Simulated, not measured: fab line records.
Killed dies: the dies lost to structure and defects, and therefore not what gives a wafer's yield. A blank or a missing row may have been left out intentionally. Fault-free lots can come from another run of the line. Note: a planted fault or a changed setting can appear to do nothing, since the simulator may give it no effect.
fab line records | flow gf180mcu
record: lots: 11 wafers: 33 last-day: 32
route steps=602 shown VT_IMPLANT@135 NSD@244 M4@458
lots that met no fault: taken from a fault-free run of the same line
start-h: start of the lot's first displayed wafer, in hours after the record's first day | wait-h: hours since the lot's step before | " repeats the value in the row above | L1.1+2: several wafers, shown together as one row | - no value, or no start was given | * or withheld: withheld | < > ~ a bound
route shown NAME@n: a module of which the file shows steps, and the number in the route of the first | usual: mean/standard deviation taken from wafers without a fault | same: alike in all rows | chamber/n: place in a boat | sites: per-site readings | _std_site: their standard deviation | _edge_site: the outer-site mean with the inner-site mean subtracted | radius-mm: how far each site lies from the wafer's centre | mask NAME#n: copy n | behind: the most recent tool/chamber to have shaped the wafer | hold: cause of the lot's hold/its duration in hours/its outcome | device: transistor that didn't switch, given as n, p or np | end of line: the tests these same wafers got at the end of their route | a step without rows: its recipe alone | killed: at the first sort, the dies lost to defects and structure; wafer yield is something else | map: dies across one wafer; x = killed, . = not, _ = none there
set.NAME: the setting the step ran with; set.NAME@STEP: the setting that earlier step ran with | model.NAME: the simulator's own value behind a step, which no gauge read
the route's steps for a sample of lots (tables are steps, rows are wafers)
services: when a tool's chamber went out of use (start-h, in hours from the record's first day, below 0 if earlier), for how many hours, and the reason
== steps ==
step: GF_VT_IMPLANT_RTA_45
recipe: temp-c: 1050 time-s: 30 ambient: N2
usual: lamp-power-pct: 33.8/2 wafer_temp_C_max: 1054.2/1.2
columns lot.wafer tool chamber start-h wait-h lamp-power-pct wafer_temp_C_max
L423.1 rtp-anneal-02 0 165.62 0.0 31.9 1056.1
L423.4 " 0 " " 31.8 1055.4
L423.5 " 0 " " 31.9 1055.7
L426.1 rtp-anneal-02 0 184.47 0.0 31.8 1055.4
L426.5 " 0 " " 31.8 1055.3
L426.6 " 0 " " 31.8 1055.1
L428.1 rtp-anneal-02 0 206.90 0.0 31.8 1053.6
L428.2 " 0 " " 31.8 1054.6
L428.5 " 0 " " 31.8 1054.0
L429.1 rtp-anneal-01 0 207.20 0.0 35.9 1053.7
L429.3 " 0 " " 35.8 1053.9
L429.4 " 0 " " 35.9 1053.1
L430.1 rtp-anneal-01 0 212.22 0.0 35.9 1053.3
L430.4 " 0 " " 35.9 1053.4
L430.6 " 0 " " 35.8 1053.3
L431.1 rtp-anneal-01 0 216.95 0.0 35.9 1054.2
L431.4 " 0 " " 35.9 1051.6
L431.5 " 0 " " 35.9 1053.4
L434.1 rtp-anneal-01 0 239.58 0.0 35.8 1053.4
L434.5 " 0 " " 35.9 1053.8
L434.6 " 0 " " 35.9 1053.3
L435.1 rtp-anneal-01 0 245.22 0.0 35.9 1055.9
L435.4 " 0 " " 35.9 1054.5
L435.5 " 0 " " 35.9 1053.8
L436.2 rtp-anneal-02 0 252.33 0.0 31.9 1053.7
L436.4 " 0 " " 31.8 1053.6
L436.6 " 0 " " 31.8 1055.5
L444.1 rtp-anneal-02 0 304.92 0.0 31.8 1054.6
L444.2 " 0 " " 31.8 1054.3
L444.4 " 0 " " 31.8 1055.7
L445.2 rtp-anneal-02 0 311.64 0.0 31.8 1054.8
L445.3 " 0 " " 31.8 1053.9
L445.4 " 0 " " 31.8 1054.1
step: GF_NSD_IMPLANT_09
recipe: species: As energy-kev: 60 dose-cm2: 4e+15 tilt-deg: 7
usual: beam-energy-keV: 60.000/0.019 beam-on-s: 19.3/0.63 implant-ion-amu: 75/0
columns lot.wafer tool chamber start-h wait-h beam-energy-keV beam-on-s implant-ion-amu
L423.1 implanter-01 0 309.91 0.0 59.966 19.2 75
L423.4 " 0 " " 60.023 18.6 75
L423.5 " 0 " " 60.025 18.8 75
L426.1 implanter-03 0 329.96 0.0 59.998 19.6 75
L426.5 " 0 " " 59.977 18.9 75
L426.6 " 0 " " 60.016 19.7 75
L428.1 implanter-02 0 356.06 0.0 59.978 20.2 75
L428.2 " 0 " " 59.995 19.8 75
L428.5 " 0 " " 60.002 20.3 75
L429.1 implanter-03 0 358.37 0.0 60.035 19.0 75
L429.3 " 0 " " 60.004 19.3 75
L429.4 " 0 " " 60.000 19.3 75
L430.1 implanter-02 0 363.36 0.0 59.961 19.9 75
L430.4 " 0 " " 59.977 19.9 75
L430.6 " 0 " " 59.978 20.5 75
L431.1 implanter-03 0 370.02 0.0 60.016 19.3 75
L431.4 " 0 " " 59.981 19.0 75
L431.5 " 0 " " 59.994 19.0 75
L434.1 implanter-03 0 398.53 0.0 60.015 19.3 75
L434.5 " 0 " " 60.021 19.6 75
L434.6 " 0 " " 59.968 19.3 75
L435.1 implanter-01 0 404.91 0.0 59.980 19.2 75
L435.4 " 0 " " 59.999 18.9 75
L435.5 " 0 " " 60.025 18.3 75
L436.2 implanter-03 0 415.33 0.0 60.015 19.0 75
L436.4 " 0 " " 60.012 18.8 75
L436.6 " 0 " " 60.021 18.5 75
L444.1 implanter-01 0 480.32 0.0 60.009 19.0 31
L444.2 " 0 " " 60.006 18.5 31
L444.4 " 0 " " 60.002 18.9 31
L445.2 implanter-03 0 483.80 0.0 60.004 19.3 31
L445.3 " 0 " " 60.006 18.7 31
L445.4 " 0 " " 59.980 18.9 31
step: GF_NSD_STRIP_11
recipe: chemistry: O2/N2 power-w: 1400 pressure-mtorr: 1500 platen-temp-c: 250 o2-flow-sccm: 3000 n2-flow-sccm: 300 overash-fraction: 0.5
usual: drypump-motor-current-A: 5.7/0.4 heater-power-w: 330/29 oes-product-au: 0.487/0.0047 strip-time-to-endpoint-s: 22.96/0.045
same: overash-fraction: 0.5
columns lot.wafer tool chamber start-h wait-h drypump-motor-current-A heater-power-w oes-product-au rf-hours-counter-h strip-time-to-endpoint-s
L423.1 plasma-asher-01 0 310.21 0.1 6.1 306 0.485 61 22.98
L423.4 " 1 " " 4.9 286 0.484 - 22.91
L423.5 " 1 " " 4.9 284 0.488 - 22.96
L426.1 plasma-asher-01 0 330.26 0.1 6.2 309 0.494 63 23.02
L426.5 " 1 " " 4.9 292 0.486 - 22.94
L426.6 " 0 " " 6.2 303 0.487 - 22.99
L428.1 plasma-asher-04 0 356.36 0.1 5.9 360 0.491 55 22.95
L428.2 " 1 " " 5.7 346 0.495 55 22.94
L428.5 " 0 " " 5.8 359 0.485 - 22.97
L429.1 plasma-asher-01 1 358.67 0.1 4.9 294 0.491 66 23.00
L429.3 " 0 " " 6.2 310 0.486 - 22.96
L429.4 " 1 " " 4.9 290 0.490 - 22.95
L430.1 plasma-asher-04 0 363.66 0.1 5.9 349 0.491 56 22.94
L430.4 " 1 " " 5.7 343 0.485 - 22.92
L430.6 " 1 " " 5.7 340 0.485 - 22.93
L431.1 plasma-asher-04 0 370.32 0.1 5.8 353 0.485 56 23.04
L431.4 " 0 " " 5.8 361 0.486 - 23.02
L431.5 " 0 " " 5.9 350 0.489 - 22.98
L434.1 plasma-asher-04 0 398.83 0.1 5.9 350 0.486 60 22.94
L434.5 " 0 " " 5.8 359 0.493 - 22.94
L434.6 " 1 " " 5.7 345 0.489 - 22.95
L435.1 plasma-asher-04 1 405.21 0.1 5.7 343 0.486 60 22.94
L435.4 " 1 " " 5.8 343 0.483 - 22.92
L435.5 " 1 " " 5.8 343 0.489 - 22.94
L436.2 plasma-asher-01 0 415.61 0.1 6.2 319 0.492 71 22.98
L436.4 " 0 " " 6.1 316 0.484 - 22.96
L436.6 " 1 " " 4.9 289 0.486 - 23.00
L444.1 plasma-asher-01 0 480.62 0.1 6.1 306 0.445 5 26.28
L444.2 " 1 " " 4.9 284 0.461 5 26.31
L444.4 " 0 " " 6.1 293 0.453 - 26.27
L445.2 plasma-asher-03 0 484.08 0.1 5.7 322 0.449 37 26.34
L445.3 " 1 " " 5.7 370 0.449 - 26.32
L445.4 " 0 " " 5.7 333 0.465 - 26.29
step: GF_NSD_TW_MEAS_12
usual: NSD_TW: 4223/25
columns lot.wafer tool chamber start-h wait-h hold NSD_TW
L423.1 film-metro-03 - 310.31 0.1 - 4235
L423.4 " - " " - 4233
L423.5 " - " " - 4269
L426.1 film-metro-04 - 330.36 0.1 - 4235
L426.5 " - " " - 4242
L426.6 " - " " - 4250
L428.1 film-metro-03 - 356.46 0.1 - 4206
L428.2 " - " " - 4208
L428.5 " - " " - 4206
L429.1 film-metro-02 - 358.77 0.1 - 4264
L429.3 " - " " - 4275
L429.4 " - " " - 4257
L430.1 film-metro-02 - 363.76 0.1 - 4261
L430.4 " - " " - 4245
L430.6 " - " " - 4235
L431.1 film-metro-04 - 370.42 0.1 - 4215
L431.4 " - " " - 4224
L431.5 " - " " - 4195
L434.1 film-metro-03 - 398.93 0.1 - 4185
L434.5 " - " " - 4181
L434.6 " - " " - 4192
L435.1 film-metro-03 - 405.31 0.1 - 4213
L435.4 " - " " - 4184
L435.5 " - " " - 4197
L436.2 film-metro-03 - 415.72 0.1 - 4219
L436.4 " - " " - 4205
L436.6 " - " " - 4212
L444.1 film-metro-02 - 480.72 0.1 await-dispo/0.2h/release 4826
L444.2 " - " " await-dispo/0.2h/release 4811
L444.4 " - " " await-dispo/0.2h/release 4813
L444.1 film-metro-02 - 480.95 0.2 - 4791
L444.2 " - " " - 4826
L444.4 " - " " - 4816
L445.2 film-metro-02 - 484.19 0.1 await-dispo/0.2h/release 4821
L445.3 " - " " await-dispo/0.2h/release 4837
L445.4 " - " " await-dispo/0.2h/release 4828
L445.2 film-metro-02 - 484.42 0.2 - 4840
L445.3 " - " " - 4831
L445.4 " - " " - 4833
step: GF_PSD_RS_MEAS_14
recipe: thk-meas-gauge: four-point-probe
usual: NSD_RS: 46.12/0.077
columns lot.wafer tool chamber start-h wait-h hold NSD_RS[ohm/sq]
L423.1 film-metro-02 - 331.43 0.1 - 46.18
L423.4 " - " " - 46.02
L423.5 " - " " - 46.09
L426.1 film-metro-04 - 351.62 0.1 - 46.22
L426.5 " - " " - 46.23
L426.6 " - " " - 46.20
L428.1 film-metro-04 - 379.69 0.1 - 46.10
L428.2 " - " " - 46.19
L428.5 " - " " - 46.10
L429.1 film-metro-03 - 382.68 0.1 - 46.17
L429.3 " - " " - 46.16
L429.4 " - " " - 46.07
L430.1 film-metro-02 - 386.43 0.1 - 46.16
L430.4 " - " " - 46.05
L430.6 " - " " - 46.18
L431.1 film-metro-04 - 393.61 0.1 - 46.00
L431.4 " - " " - 46.07
L431.5 " - " " - 46.16
L434.1 film-metro-03 - 422.87 0.1 - 46.03
L434.5 " - " " - 46.11
L434.6 " - " " - 45.99
L435.1 film-metro-02 - 429.45 0.1 - 46.08
L435.4 " - " " - 46.22
L435.5 " - " " - 46.10
L436.2 film-metro-02 - 439.67 0.1 - 46.18
L436.4 " - " " - 46.17
L436.6 " - " " - 46.19
L444.1 film-metro-02 - 505.73 0.1 await-dispo/0.2h/release 25.54
L444.2 " - " " await-dispo/0.2h/release 25.50
L444.4 " - " " await-dispo/0.2h/release 25.50
L444.1 film-metro-02 - 506.08 0.3 - 25.49
L444.2 " - " " - 25.50
L444.4 " - " " - 25.57
L445.2 film-metro-04 - 507.75 0.1 await-dispo/0.2h/release 25.56
L445.3 " - " " await-dispo/0.2h/release 25.61
L445.4 " - " " await-dispo/0.2h/release 25.57
L445.2 film-metro-04 - 508.04 0.3 - 25.61
L445.3 " - " " - 25.55
L445.4 " - " " - 25.61
step: GF_M4_SPUTTER_02
recipe: material: AlCu target-thk-nm: 450 power-w: 10600 time-s: 23.9 chamber-pressure-pa: 0.4
usual: cathode-dc-power-W: 10600/1.9 throttle-valve-pct: 30.1/0.81
columns lot.wafer tool chamber start-h wait-h cathode-dc-power-W throttle-valve-pct
L423.1 pvd-sputter-01 - 531.67 0.0 10602 31.7
L423.4 " - " " 10598 29.2
L423.5 " - " " 10599 30.0
L426.1 pvd-sputter-04 - 550.87 0.0 10598 31.3
L426.5 " - " " 10598 29.9
L426.6 " - " " 10602 30.6
L428.1 pvd-sputter-02 - 578.39 0.0 10599 29.5
L428.2 " - " " 10597 29.1
L428.5 " - " " 10601 29.4
L429.1 pvd-sputter-02 - 582.91 0.0 10599 30.6
L429.3 " - " " 10603 29.1
L429.4 " - " " 10599 29.7
L430.1 pvd-sputter-01 - 583.86 0.0 10595 31.7
L430.4 " - " " 10602 29.7
L430.6 " - " " 10601 29.9
L431.1 pvd-sputter-04 - 591.99 0.0 10603 31.1
L431.4 " - " " 10599 30.0
L431.5 " - " " 10602 30.1
L434.1 pvd-sputter-02 - 617.03 0.0 10598 30.0
L434.5 " - " " 10598 29.5
L434.6 " - " " 10600 29.0
L435.1 pvd-sputter-04 - 624.95 0.0 10603 30.1
L435.4 " - " " 10601 30.7
L435.5 " - " " 10603 30.3
L436.2 pvd-sputter-02 - 632.71 0.0 10601 29.1
L436.4 " - " " 10597 30.4
L436.6 " - " " 10599 29.6
step: GF_M4_STRIP_17
recipe: chemistry: O2/N2 power-w: 1400 pressure-mtorr: 1500 platen-temp-c: 250 o2-flow-sccm: 3000 n2-flow-sccm: 300 overash-fraction: 0.5
usual: drypump-motor-current-A: 5.7/0.33 heater-power-w: 335/28 oes-product-au: 0.538/0.005 strip-time-to-endpoint-s: 7.38/0.045
same: overash-fraction: 0.5
columns lot.wafer tool chamber start-h wait-h drypump-motor-current-A heater-power-w oes-product-au rf-hours-counter-h strip-time-to-endpoint-s
L423.1 plasma-asher-03 1 555.00 0.1 5.8 376 0.538 45 7.39
L423.4 " 1 " " 5.7 369 0.540 - 7.41
L423.5 " 0 " " 5.7 335 0.542 - 7.40
L426.1 plasma-asher-02 1 572.50 0.1 5.8 356 0.540 98 7.35
L426.5 " 1 " " 5.8 356 0.540 - 7.41
L426.6 " 0 " " 5.5 348 0.532 - 7.36
L428.1 plasma-asher-02 1 599.24 0.2 5.8 357 0.547 99 7.34
L428.2 " 0 " " 5.5 343 0.534 99 7.38
L428.5 " 1 " " 5.8 354 0.541 - 7.40
L429.1 plasma-asher-01 1 603.91 0.1 4.9 291 0.536 19 7.36
L429.3 " 1 " " 4.9 286 0.537 - 7.36
L429.4 " 0 " " 6.1 306 0.547 - 7.45
L430.1 plasma-asher-01 1 604.90 0.1 4.9 284 0.540 19 7.31
L430.4 " 0 " " 6.2 312 0.532 - 7.32
L430.6 " 0 " " 6.2 311 0.538 - 7.40
L431.1 plasma-asher-02 0 612.86 0.1 5.5 336 0.532 101 7.31
L431.4 " 0 " " 5.5 341 0.538 - 7.31
L431.5 " 1 " " 5.8 359 0.531 - 7.43
L434.1 plasma-asher-03 0 637.47 0.1 5.7 335 0.542 54 7.40
L434.5 " 1 " " 5.7 362 0.538 - 7.38
L434.6 " 0 " " 5.7 326 0.536 - 7.35
L435.1 plasma-asher-02 1 645.80 0.1 5.8 344 0.536 103 7.43
L435.4 " 0 " " 5.5 338 0.530 - 7.38
L435.5 " 1 " " 5.8 350 0.539 - 7.39
L436.2 plasma-asher-03 1 652.80 0.1 5.7 363 0.546 56 7.42
L436.4 " 1 " " 5.7 379 0.541 - 7.43
L436.6 " 0 " " 5.7 337 0.543 - 7.41
== services ==
columns tool chamber start-h hours kind
plasma-asher-04 - 162.26 1.9 repair
pvd-sputter-02 - 171.30 2.0 repair
plasma-asher-03 - 184.63 1.2 repair
plasma-asher-01 - 185.71 1.4 repair
plasma-asher-03 - 216.45 0.6 repair
implanter-03 - 219.35 0.7 repair
plasma-asher-04 - 229.74 13.0 repair
plasma-asher-04 - 235.59 4.3 repair
plasma-asher-04 - 278.03 2.8 pm
pvd-sputter-02 - 287.21 1.4 repair
pvd-sputter-02 - 311.43 59.2 repair
plasma-asher-04 - 316.36 0.8 repair
rtp-anneal-01 - 348.92 3.0 pm
plasma-asher-03 - 349.58 8.2 repair
plasma-asher-01 - 360.63 14.6 pm
plasma-asher-02 - 361.33 1.0 repair
implanter-03 - 370.95 4.0 pm
plasma-asher-04 - 389.03 1.6 repair
plasma-asher-01 - 421.25 9.0 pm
implanter-03 - 434.61 4.1 pm
implanter-03 - 576.96 1.8 repair
plasma-asher-04 - 609.67 1.9 repair
implanter-03 - 626.82 1.5 repair
plasma-asher-04 - 644.92 1.0 repair
== key ==
first-sign: step: GF_NSD_IMPLANT_09 reading: implant-ion-amu direction: down sigmas: 99+ usual: 75 struck: 31
effect: step: GF_NSD_STRIP_11 reading: strip-time-to-endpoint-s direction: up sigmas: 74 usual: * struck: *
effect: step: GF_NSD_TW_MEAS_12 reading: visit direction: added
effect: step: GF_NSD_TW_MEAS_12 reading: NSD_TW direction: up sigmas: 24 usual: 4223 struck: 4823
effect: step: GF_PSD_RS_MEAS_14 reading: visit direction: added
effect: step: GF_PSD_RS_MEAS_14 reading: NSD_RS direction: down sigmas: 99+ usual: 46.12 struck: 25.55
met-at GF_NSD_IMPLANT_09
struck-lots L444,L445
scrapped-behind GF_PSD_RS_MEAS_14 L444.1,L444.2,L444.4,L445.2,L445.3,L445.4
not-acting-at GF_VT_IMPLANT_RTA_45,GF_M4_SPUTTER_02,GF_M4_STRIP_17
onset-between 415.33 480.32
fault: kind: wrong-recipe-download tool: implanter-01,implanter-02,implanter-03 chamber: - onset-h: 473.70 steps: GF_NSD_IMPLANT_09 wrong-recipe.not-listed: 1
